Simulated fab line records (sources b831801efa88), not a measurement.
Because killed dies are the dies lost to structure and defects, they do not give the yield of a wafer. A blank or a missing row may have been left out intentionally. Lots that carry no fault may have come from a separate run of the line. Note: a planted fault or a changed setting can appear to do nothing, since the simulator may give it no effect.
The same fault as seen by 2 desks / flow gf180mcu / only its own numbers are on each desk; what lay behind them is given at the end

TOOL OWNER'S DESK, pvd sputter-03
The tool's own readings at GF_M4_SPUTTER_02 (material AlCu, target thk 450 nm, time 23.9 s): means of the sampled wafers that have a number, for each lot that ran on this tool. Any lot whose mean is over 4 standard deviations away from the usual mean is out of limits and marked OUT; that distance is given in the brackets.
Columns: A = throttle valve pct at GF_M4_SPUTTER_02, usual 29.8 %
lot=L919; first seen here=day 24 03:12; A=31.0
lot=L921; first seen here=day 24 16:16; A=31.1
lot=L922; first seen here=day 24 23:07; A=31.1
lot=L924; first seen here=day 25 19:20; A=30.5
lot=L925; first seen here=day 26 02:39; A=30.9
lot=L938; first seen here=day 29 16:30; A=31.2
Result from this desk: across the 6 lots, nothing is out of limits.

METROLOGY DESK
What the gauges read for every lot (on any tool): the sampled wafers with a number, averaged. Any lot whose mean is over 4 standard deviations away from the usual mean is out of limits and marked OUT; that distance is given in the brackets.
Columns: A = cd nm at GF_V2_CD_MEAS_14, usual 260.2 nm; B = M4_ALCU_RS at GF_M4_RS_MEAS_05, usual 0.0696 ohm/sq; C = M4_ALCU_THK at GF_M4_THK_MEAS_06, usual 440 nm; D = cd nm at GF_M4_CD_MEAS_14, usual 280.3 nm
lot=L915; first seen here=day 20 05:10; A=260.2; B=0.0688; C=446; D=280.2
lot=L916; first seen here=day 20 10:51; A=259.1; B=0.0693; C=442; D=281.4
lot=L917; first seen here=day 21 01:34; A=259.6; B=0.0679; C=454; D=279.5
lot=L919; first seen here=day 22 00:18; A=259.2; B=0.0696; C=439; D=277.4
lot=L921; first seen here=day 22 14:10; A=260.8; B=0.0694; C=440; D=282.2
lot=L922; first seen here=day 22 22:50; A=257.3; B=0.0707; C=434; D=282.4
lot=L924; first seen here=day 23 18:25; A=261.0; B=0.0518 (-18) OUT; C=614 (+26) OUT; D=280.1
lot=L925; first seen here=day 24 01:38; A=260.3; B=0.0519 (-18) OUT; C=614 (+26) OUT; D=280.6
lot=L933; first seen here=day 26 12:41; A=261.4; B=0.0696; C=435; D=279.0
lot=L934; first seen here=day 26 19:13; A=258.9; B=0.0691; C=441; D=281.2
lot=L935; first seen here=day 27 06:11; A=258.1; B=0.0703; C=434; D=279.7
lot=L937; first seen here=day 27 18:10; A=260.7; B=0.0702; C=436; D=280.6
lot=L938; first seen here=day 27 21:22; A=259.6; B=0.0703; C=438; D=280.2
Finding of this desk: L924, L925 out of limits, first seen on L924 at day 25 19:26 (M4_ALCU_RS at GF_M4_RS_MEAS_05). Within limits: L915, L916, L917, L919, L921, L922, L933, L934, L935, L937, L938.

PUT TOGETHER
An alarm was possible from the metrology desk at day 25 19:26, on L924, L925.
Nothing out of limits was seen by the tool owner's desk.
Tool owner's desk: L924, L925 on record, inside its limits.
On pvd sputter-03, each named lot ran GF_M4_SPUTTER_02.

WHAT THE SIMULATOR HAD INSERTED
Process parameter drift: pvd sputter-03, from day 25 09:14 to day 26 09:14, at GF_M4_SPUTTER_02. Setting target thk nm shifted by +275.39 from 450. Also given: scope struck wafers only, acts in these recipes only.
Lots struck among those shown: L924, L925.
Hours from the fault's start to each desk's first reading out of limits: the metrology desk, 10.
